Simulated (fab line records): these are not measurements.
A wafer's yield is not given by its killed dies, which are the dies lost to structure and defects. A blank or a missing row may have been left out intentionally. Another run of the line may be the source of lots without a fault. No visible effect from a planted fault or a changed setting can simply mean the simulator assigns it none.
Matching of chambers -- flow gf180mcu -- 4 sister chambers for GF_CONTACT_CMP_27 on cmp-02
The step polishes, stops on SiO2, t overpolish 15 s, target thk 0 nm. 8 wafers are shown with their chamber, then 8 later ones without.

== WAFERS WITH THEIR CHAMBER ==
wafer,chamber,motor-current-A (A),time-to-endpoint-s (s)
L766.1,2,10.9,82
L767.5,1,8.9,79
L770.5,3,10.5,77
L770.6,2,11.0,83
L774.1,1,9.3,79
L774.3,0,11.6,85
L774.5,3,11.5,80
L777.2,0,11.9,83

== WAFERS WITHOUT THEIR CHAMBER ==
wafer,motor-current-A (A),time-to-endpoint-s (s)
L777.4,11.1,78
L777.5,11.1,83
L780.2,11.5,84
L780.4,8.9,82
L780.6,11.2,82
L785.3,11.1,81
L785.5,10.7,83
L785.6,11.4,90

== THE CHAMBER EACH PASSED THROUGH ==
wafer,from the rows above,in truth
L777.4,3,3
L777.5,can't be placed: 2 or 0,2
L780.2,can't be placed: 0 or 2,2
L780.4,1,1
L780.6,can't be placed: 2 or 0 or 3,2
L785.3,can't be placed: 2 or 3 or 0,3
L785.5,2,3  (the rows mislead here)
L785.6,can't be placed: 0 or 2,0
Correctly placed: 2 of 8. These rows do not allow placing 5 (true chamber among the candidates in 5). Wrongly placed: 1.
How it was worked out, from the rows above alone: a wafer's distance from a chamber is the root of the sum, over the readings, of the square of ((its reading less the chamber's mean) divided by the reading's scatter). The wafer belongs to the nearest chamber; if the next one is less than 2 further off, it can't be placed. For every chamber, the mean is computed from those of its wafers that are shown. The scatter is the square root of a quotient: the sum, over the shown wafers, of each reading's squared deviation from its chamber's mean, divided by wafers minus chambers.
